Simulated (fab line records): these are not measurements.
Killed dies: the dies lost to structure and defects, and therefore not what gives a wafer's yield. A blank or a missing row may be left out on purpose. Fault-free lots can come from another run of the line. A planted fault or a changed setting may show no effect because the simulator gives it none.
Which of the tools did it? | flow gf180mcu | 33 wafers from 11 lots sampled at 5 of the route's 602 steps

WHAT THE GAUGES SHOWED, per wafer
GF_NSD_CD_MEAS_07: target cd 400 nm.
lot  | measured     | on        | cd-nm (nm)
L110 | day 14 02:49 | cd-sem-02 | 395.1 394.7 394.9
L111 | day 14 13:32 | cd-sem-01 | 399.7 397.4 399.3
L112 | day 14 16:13 | cd-sem-01 | 401.9 403.9 401.4
L113 | day 15 05:32 | cd-sem-02 | 401.0 402.0 402.3
L117 | day 17 11:17 | cd-sem-02 | 397.9 400.0 403.4
L122 | day 18 21:16 | cd-sem-01 | 404.3 403.8 401.3
L124 | day 19 10:14 | cd-sem-02 | 402.6 403.0 402.3
L125 | day 19 17:13 | cd-sem-02 | 399.9 403.3 404.6
L126 | day 20 07:10 | cd-sem-02 | 401.8 399.9 401.3
L129 | day 20 21:05 | cd-sem-01 | 399.4 400.7 399.5
L130 | day 21 04:34 | cd-sem-01 | 402.3 401.2 400.2

GF_PSD_TW_MEAS_11.
lot  | measured     | on            | PSD_TW
L110 | day 15 00:29 | film-metro-04 | 3189 3192 3196
L111 | day 15 11:17 | film-metro-03 | 2625 2658 2643
L112 | day 15 13:26 | film-metro-04 | 3171 3184 3172
L113 | day 16 03:52 | film-metro-01 | 2572 2580 2569
L117 | day 18 11:35 | film-metro-04 | 3164 3189 3187
L122 | day 19 21:56 | film-metro-04 | 3171 3169 3169
L124 | day 20 11:11 | film-metro-04 | 3186 3174 3182
L125 | day 20 18:05 | film-metro-03 | 3183 3193 3186
L126 | day 21 08:05 | film-metro-03 | 3168 3149 3173
L129 | day 21 22:06 | film-metro-04 | 3187 3170 3175
L130 | day 22 04:12 | film-metro-03 | 3178 3189 3164

GF_PSD_RS_MEAS_15: measurement is done with a four-point probe.
lot  | measured     | on            | PSD_RS (ohm/sq)
L110 | day 15 00:48 | film-metro-03 | 108.56 108.51 108.57
L111 | day 15 11:36 | film-metro-01 | 179.23 178.41 178.75
L112 | day 15 13:46 | film-metro-01 | 108.32 108.41 108.58
L113 | day 16 04:16 | film-metro-03 | 181.37 181.22 181.17
L117 | day 18 11:54 | film-metro-01 | 108.32 108.51 108.75
L122 | day 19 22:15 | film-metro-03 | 108.36 108.53 108.46
L124 | day 20 11:31 | film-metro-01 | 108.17 108.51 108.16
L125 | day 20 18:24 | film-metro-04 | 108.11 108.23 108.43
L126 | day 21 08:23 | film-metro-01 | 108.20 108.30 108.40
L129 | day 21 22:26 | film-metro-01 | 108.29 108.42 108.61
L130 | day 22 04:32 | film-metro-04 | 107.81 108.14 108.36

WHAT TOOL EACH LOT RAN ON (gives the tool, then ch and the chambers of the sampled wafers, and finally the start)
lot  | GF_PSD_IMPLANT_09               | GF_PSD_STRIP_10
L110 | implanter-04 ch 0, day 15 00:14 | plasma-asher-01 ch 0,1, day 15 00:23
L111 | implanter-04 ch 0, day 15 11:02 | plasma-asher-03 ch 0,1, day 15 11:11
L112 | implanter-01 ch 0, day 15 13:13 | plasma-asher-01 ch 0,1, day 15 13:21
L113 | implanter-04 ch 0, day 16 03:37 | plasma-asher-01 ch 0, day 16 03:46
L117 | implanter-01 ch 0, day 18 11:20 | plasma-asher-01 ch 0,1, day 18 11:29
L122 | implanter-02 ch 0, day 19 21:41 | plasma-asher-01 ch 0,1, day 19 21:50
L124 | implanter-04 ch 0, day 20 10:57 | plasma-asher-01 ch 0,1, day 20 11:05
L125 | implanter-04 ch 0, day 20 17:50 | plasma-asher-01 ch 1, day 20 17:59
L126 | implanter-01 ch 0, day 21 07:50 | plasma-asher-01 ch 0,1, day 21 07:59
L129 | implanter-01 ch 0, day 21 21:52 | plasma-asher-01 ch 0,1, day 21 21:59
L130 | implanter-02 ch 0, day 22 03:59 | plasma-asher-04 ch 0,1, day 22 04:07
- GF_PSD_IMPLANT_09
- GF_PSD_STRIP_10: strips in O2/N2.

WHAT THE TOOLS THEMSELVES READ (means of the sampled wafers that have a number; where no wafer has one, the mark that the record gives instead)
GF_PSD_IMPLANT_09.
lot  | tool         | dose-ions-cm2 | end-station-pressure-torr (Torr) | faraday-current-uA
L110 | implanter-04 | 1.5016e+15    | 1.14e-05                         | 8208
L111 | implanter-04 | 6.7207e+14    | 7.87e-06                         | 3753
L112 | implanter-01 | 1.5024e+15    | 1.20e-05                         | 8238
L113 | implanter-04 | 6.7057e+14    | 8.20e-06                         | 3715
L117 | implanter-01 | 1.4997e+15    | 1.15e-05                         | 8268
L122 | implanter-02 | 1.4997e+15    | 1.23e-05                         | 8183
L124 | implanter-04 | 1.4998e+15    | 1.24e-05                         | 8258
L125 | implanter-04 | 1.4997e+15    | 1.18e-05                         | 8269
L126 | implanter-01 | 1.5010e+15    | 1.14e-05                         | 8311
L129 | implanter-01 | 1.4992e+15    | 1.15e-05                         | 8243
L130 | implanter-02 | 1.5006e+15    | 1.18e-05                         | 8109

GF_PSD_STRIP_10.
lot  | tool            | drypump-motor-current-A (A) | heater-power-w (W) | oes-product-au (a.u.) | strip-time-to-endpoint-s (s)
L110 | plasma-asher-01 | 5.5                         | 338                | 0.588                 | 16.54
L111 | plasma-asher-03 | 6.2                         | 310                | 0.647                 | 14.21
L112 | plasma-asher-01 | 5.5                         | 332                | 0.589                 | 16.51
L113 | plasma-asher-01 | 5.5                         | 314                | 0.653                 | 14.14
L117 | plasma-asher-01 | 5.5                         | 335                | 0.594                 | 16.53
L122 | plasma-asher-01 | 5.5                         | 355                | 0.595                 | 16.58
L124 | plasma-asher-01 | 5.4                         | 328                | 0.594                 | 16.57
L125 | plasma-asher-01 | 5.5                         | 377                | 0.588                 | 16.54
L126 | plasma-asher-01 | 5.4                         | 332                | 0.589                 | 16.44
L129 | plasma-asher-01 | 5.5                         | 350                | 0.593                 | 16.49
L130 | plasma-asher-04 | 5.6                         | 324                | 0.592                 | 16.48

THE ANSWER, worked out from the rows above alone
Rule: the lots themselves supply what counts as usual. Put in order of their means at a reading, lots are off if they are a third of the lots or fewer, leave a main group of 4 or more, and stand apart from it by a gap of 3 or more times the standard deviation of the main group's means; of several such gaps the widest counts. The tables above print the reading to a certain number of digits; a main group whose means all agree to those digits is not used. Also off: a lot with no number at a reading for which 4 or more lots have one. The other lots that the step has rows for count as sound. Order of review: gauges by route order, followed by the tools' own readings, for which a lot's mean as printed above is used. The first step at which some lot is off is used, and at that step the reading that is off furthest; a lot without a number counts as furthest.
Off: at GF_PSD_TW_MEAS_11 (PSD_TW), L111, L113. Main group: mean 3178, sd 8.1.
A tool fits if, at a process step before that reading, it ran every lot that is off, and no sound lot after the first of them. Not tried: the gauges at GF_PSD_TW_MEAS_11; whatever is off there is also off at GF_PSD_IMPLANT_09, on other tools, and gauge error can't account for it. No candidate that was tried fits.

WHAT THE SIMULATOR PUT IN
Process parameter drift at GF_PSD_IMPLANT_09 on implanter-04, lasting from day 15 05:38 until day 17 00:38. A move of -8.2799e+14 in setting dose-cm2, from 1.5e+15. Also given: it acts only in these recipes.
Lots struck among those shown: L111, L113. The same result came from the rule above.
